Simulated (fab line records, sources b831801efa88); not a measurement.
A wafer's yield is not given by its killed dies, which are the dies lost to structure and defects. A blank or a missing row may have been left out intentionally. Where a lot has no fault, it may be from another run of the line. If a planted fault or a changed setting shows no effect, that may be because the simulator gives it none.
Matching of chambers :: flow gf180mcu :: 4 sister chambers for GF_POLY_GATE_ETCH_12 on rie-diel-01
The step etches BARC in N2/H2. 16 wafers are shown with their chamber, then 8 later ones without.

## WAFERS PAIRED WITH THEIR CHAMBERS
wafer: L074.4
chamber: 2
oes-product-au (a.u.): 0.736
throttle-valve-pct (%): 13.219

wafer: L074.5
chamber: 1
oes-product-au (a.u.): 0.738
throttle-valve-pct (%): 13.222

wafer: L074.6
chamber: 3
oes-product-au (a.u.): 0.737
throttle-valve-pct (%): 13.230

wafer: L076.1
chamber: 2
oes-product-au (a.u.): 0.725
throttle-valve-pct (%): 13.234

wafer: L076.3
chamber: 2
oes-product-au (a.u.): 0.730
throttle-valve-pct (%): 13.215

wafer: L076.4
chamber: 1
oes-product-au (a.u.): 0.733
throttle-valve-pct (%): 13.224

wafer: L084.1
chamber: 3
oes-product-au (a.u.): 0.739
throttle-valve-pct (%): 13.210

wafer: L084.3
chamber: 2
oes-product-au (a.u.): 0.733
throttle-valve-pct (%): 13.208

wafer: L084.6
chamber: 3
oes-product-au (a.u.): 0.732
throttle-valve-pct (%): 13.219

wafer: L087.1
chamber: 2
oes-product-au (a.u.): 0.739
throttle-valve-pct (%): 13.212

wafer: L087.4
chamber: 1
oes-product-au (a.u.): 0.729
throttle-valve-pct (%): 13.210

wafer: L087.6
chamber: 2
oes-product-au (a.u.): 0.738
throttle-valve-pct (%): 13.211

wafer: L088.1
chamber: 2
oes-product-au (a.u.): 0.734
throttle-valve-pct (%): 13.212

wafer: L088.3
chamber: 1
oes-product-au (a.u.): 0.740
throttle-valve-pct (%): 13.231

wafer: L088.6
chamber: 0
oes-product-au (a.u.): 0.738
throttle-valve-pct (%): 13.214

wafer: L089.1
chamber: 3
oes-product-au (a.u.): 0.737
throttle-valve-pct (%): 13.217

SIGNATURES (means of the wafers above)
reading: oes-product-au
chamber 0: 0.73800
chamber 1: 0.73500
chamber 2: 0.73357
chamber 3: 0.73625
scatter within a chamber: 0.0045

reading: throttle-valve-pct
chamber 0: 13.21400
chamber 1: 13.22175
chamber 2: 13.21586
chamber 3: 13.21900
scatter within a chamber: 0.00861
Rule: a wafer lies at a distance from a chamber equal to the root of the sum of squares, over the readings, of (its reading less the chamber's mean, divided by the reading's scatter). If the next closest chamber is less than 2 further off than the closest, the wafer can't be placed; otherwise it belongs to the closest. The scatter: take each reading less its chamber's mean, square it, sum over the shown wafers, divide by the number of wafers less the number of chambers, and take the root.

## WAFERS MISSING THEIR CHAMBER
wafer: L089.3
oes-product-au (a.u.): 0.742
throttle-valve-pct (%): 13.204

wafer: L089.4
oes-product-au (a.u.): 0.735
throttle-valve-pct (%): 13.216

wafer: L091.2
oes-product-au (a.u.): 0.732
throttle-valve-pct (%): 13.216

wafer: L091.3
oes-product-au (a.u.): 0.731
throttle-valve-pct (%): 13.207

wafer: L091.6
oes-product-au (a.u.): 0.727
throttle-valve-pct (%): 13.229

wafer: L095.1
oes-product-au (a.u.): 0.733
throttle-valve-pct (%): 13.207

wafer: L095.3
oes-product-au (a.u.): 0.741
throttle-valve-pct (%): 13.227

wafer: L095.4
oes-product-au (a.u.): 0.736
throttle-valve-pct (%): 13.222

## WHICH CHAMBER EACH ONE RAN IN
wafer: L089.3
from the rows above: can't be placed: 0 or 3 or 2 or 1
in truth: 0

wafer: L089.4
from the rows above: can't be placed: 2 or 3 or 1 or 0
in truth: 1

wafer: L091.2
from the rows above: can't be placed: 2 or 1 or 3 or 0
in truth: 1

wafer: L091.3
from the rows above: can't be placed: 2 or 0 or 3 or 1
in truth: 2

wafer: L091.6
from the rows above: can't be placed: 1 or 2 or 3 or 0
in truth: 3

wafer: L095.1
from the rows above: can't be placed: 2 or 0 or 3 or 1
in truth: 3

wafer: L095.3
from the rows above: can't be placed: 3 or 1 or 0 or 2
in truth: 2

wafer: L095.4
from the rows above: can't be placed: 1 or 3 or 2 or 0
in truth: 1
Correct placement for 0 of the 8. Cannot be placed on the basis of these rows: 8; the candidates contain the true chamber in 8. Number placed wrongly: 0.
